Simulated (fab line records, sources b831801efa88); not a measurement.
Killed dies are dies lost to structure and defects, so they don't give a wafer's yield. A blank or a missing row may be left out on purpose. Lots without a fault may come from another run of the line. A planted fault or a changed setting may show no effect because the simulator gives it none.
Which tool did it? | flow gf180mcu | 13 lots, 39 wafers sampled, at 5 steps of a route of 602

WHAT THE GAUGES READ, wafer by wafer
GF_HV_LDD_OVL_MEAS_32. Usual: HV_LDD_02_OVL -0.6 nm, standard deviation 1.3.
lot  | measured     | on         | HV_LDD_02_OVL (nm) | flag
L517 | day 11 16:17 | overlay-01 | -0.3 1.7 -0.4      |
L518 | day 11 22:55 | overlay-02 | 0.0 -2.4 -0.6      |
L520 | day 12 18:46 | overlay-02 | -1.2 -1.3 -0.9     |
L521 | day 12 22:26 | overlay-02 | -0.2 -0.3 -1.0     |
L522 | day 13 10:05 | overlay-02 | -1.6 1.8 0.3       |
L523 | day 13 17:08 | overlay-02 | 0.8 0.9 1.4        |
L528 | day 15 04:10 | overlay-01 | -1.2 0.3 0.3       |
L530 | day 16 03:23 | overlay-02 | -1.2 -1.3 -1.1     |
L534 | day 17 09:31 | overlay-02 | 0.4 2.0 -0.2       |
L536 | day 18 06:20 | overlay-02 | -0.2 -0.3 -0.2     |
L537 | day 18 11:49 | overlay-01 | -0.7 0.4 -1.5      |
L538 | day 18 15:43 | overlay-01 | 0.0 -2.4 -1.6      |
L539 | day 18 23:11 | overlay-01 | -0.3 -0.6 -0.5     |

GF_SALICIDE_RS_MEAS_04: measures by four-point-probe. Usual: SALICIDE_TIN_RS 16.3 ohm/sq, standard deviation 0.33.
lot  | measured     | on            | SALICIDE_TIN_RS (ohm/sq) | flag
L517 | day 15 07:25 | film_metro-01 | 16.5 16.8 16.4           |
L518 | day 15 14:22 | film_metro-04 | 16.3 16.5 16.3           |
L520 | day 16 11:43 | film_metro-01 | 16.0 15.9 15.9           |
L521 | day 16 17:08 | film_metro-02 | 16.7 16.5 16.7           |
L522 | day 17 05:32 | film_metro-02 | 16.0 16.1 16.1           |
L523 | day 17 14:02 | film_metro-04 | 16.2 16.0 16.2           |
L528 | day 19 05:00 | film_metro-04 | 17.0 16.7 16.7           |
L530 | day 20 05:31 | film_metro-04 | 16.4 16.5 16.6           |
L534 | day 21 13:29 | film_metro-01 | 15.6 15.7 15.8           |
L536 | day 22 10:56 | film_metro-01 | 15.7 15.8 15.7           |
L537 | day 22 16:12 | film_metro-01 | 16.6 16.8 16.8           |
L538 | day 22 20:10 | film_metro-02 | 16.1 16.4 16.1           |
L539 | day 23 03:07 | film_metro-02 | 16.4 16.2 16.1           |

GF_CONTACT_THK_MEAS_01. Usual: CONTACT_CVD_00_THK 300.5 nm, standard deviation 2.9.
lot  | measured     | on            | CONTACT_CVD_00_THK (nm) | flag
L517 | day 15 07:56 | film_metro-04 | 301.3 303.5 297.2       |
L518 | day 15 14:53 | film_metro-02 | 299.7 297.8 299.7       |
L520 | day 16 12:14 | film_metro-04 | 293.5 292.4 292.1       |
L521 | day 16 17:38 | film_metro-03 | 297.6 297.1 296.4       |
L522 | day 17 06:01 | film_metro-04 | 299.5 303.3 299.3       |
L523 | day 17 14:33 | film_metro-04 | 305.4 299.6 305.4       |
L528 | day 19 05:31 | film_metro-02 | 245.8 301.3 242.3       | OFF
L530 | day 20 06:02 | film_metro-02 | 302.8 301.0 241.1       | OFF
L534 | day 21 14:00 | film_metro-02 | 301.5 300.0 297.9       |
L536 | day 22 11:26 | film_metro-04 | 298.7 304.4 301.9       |
L537 | day 22 16:43 | film_metro-04 | 297.6 300.0 300.2       |
L538 | day 22 20:41 | film_metro-04 | 302.0 303.8 299.3       |
L539 | day 23 03:36 | film_metro-02 | 300.9 301.2 299.5       |

GF_CONTACT_THK_MEAS_03. Usual: CONTACT_CVD_02_THK 858 nm, standard deviation 12.
lot  | measured     | on            | CONTACT_CVD_02_THK (nm) | flag
L517 | day 15 08:04 | film_metro-03 | 861 860 885             |
L518 | day 15 15:01 | film_metro-03 | 850 858 874             |
L520 | day 16 12:22 | film_metro-03 | 847 847 859             |
L521 | day 16 17:46 | film_metro-04 | 854 859 863             |
L522 | day 17 06:09 | film_metro-02 | 858 867 861             |
L523 | day 17 14:41 | film_metro-02 | 856 852 870             |
L528 | day 19 05:38 | film_metro-03 | 840 853 870             |
L530 | day 20 06:10 | film_metro-04 | 863 869 871             |
L534 | day 21 14:08 | film_metro-04 | 837 838 844             |
L536 | day 22 11:34 | film_metro-03 | 850 845 876             |
L537 | day 22 16:51 | film_metro-02 | 853 853 870             |
L538 | day 22 20:49 | film_metro-03 | 828 841 843             |
L539 | day 23 03:44 | film_metro-04 | 860 855 854             |

WHICH TOOL RAN EACH LOT (tool, then ch and the chambers of the sampled wafers, then the start)
lot  | GF_CONTACT_CVD_00
L517 | hdpcvd-02 ch 0,1, day 15 07:52
L518 | hdpcvd-02 ch 0,1, day 15 14:50
L520 | hdpcvd-01 ch 0,2, day 16 12:11
L521 | hdpcvd-01 ch 0,1,2, day 16 17:34
L522 | hdpcvd-02 ch 0,1,2, day 17 05:58
L523 | hdpcvd-02 ch 1,2, day 17 14:29
L528 | hdpcvd-02 ch 0,1, day 19 05:28
L530 | hdpcvd-02 ch 0,2, day 20 05:59
L534 | hdpcvd-01 ch 0,1,2, day 21 13:58
L536 | hdpcvd-02 ch 0,1,2, day 22 11:23
L537 | hdpcvd-01 ch 0,1, day 22 16:40
L538 | hdpcvd-02 ch 1,2, day 22 20:38
L539 | hdpcvd-02 ch 0,1,2, day 23 03:32
- GF_CONTACT_CVD_00: deposits SiO2, target thk 300 nm, time 50 s.

WHAT THE TOOLS THEMSELVES READ (means of the sampled wafers that have a number; where no wafer has one, the mark that the record gives instead)
GF_CONTACT_CVD_00. Usual: sih4_flow_sccm 60.00 sccm, standard deviation 0.18.
lot  | tool      | sih4_flow_sccm (sccm) | flag
L517 | hdpcvd-02 | 59.96                 |
L518 | hdpcvd-02 | 60.01                 |
L520 | hdpcvd-01 | 59.94                 |
L521 | hdpcvd-01 | 59.97                 |
L522 | hdpcvd-02 | 59.91                 |
L523 | hdpcvd-02 | 59.94                 |
L528 | hdpcvd-02 | 51.98                 | OFF
L530 | hdpcvd-02 | 56.19                 | OFF
L534 | hdpcvd-01 | 59.96                 |
L536 | hdpcvd-02 | 60.03                 |
L537 | hdpcvd-01 | 60.00                 |
L538 | hdpcvd-02 | 60.13                 |
L539 | hdpcvd-02 | 60.00                 |

THE ANSWER, worked out from the rows above alone
Rule: a lot is off if the mean of its wafers that have a number lies more than 3 standard deviations from the usual mean. A lot without any number at a reading at which 4 lots or more have one is off too. The other lots that the step has rows for count as sound. The gauges are gone through in route order, then the tools' own readings, and for those a lot's mean is taken as printed above. The first step at which some lot is off is used, and at that step the reading that is off furthest; a lot without a number counts as furthest.
Off: L528, L530, at GF_CONTACT_THK_MEAS_01 (CONTACT_CVD_00_THK).
A tool fits if, at a process step before that reading, it ran every lot that is off, and no sound lot after the first of them. The gauges at GF_CONTACT_THK_MEAS_01 aren't tried: what is off there is off at GF_CONTACT_CVD_00 too, on other tools, and a gauge's error can't cause that. None of those tried fits.

WHAT THE SIMULATOR HAD PUT IN
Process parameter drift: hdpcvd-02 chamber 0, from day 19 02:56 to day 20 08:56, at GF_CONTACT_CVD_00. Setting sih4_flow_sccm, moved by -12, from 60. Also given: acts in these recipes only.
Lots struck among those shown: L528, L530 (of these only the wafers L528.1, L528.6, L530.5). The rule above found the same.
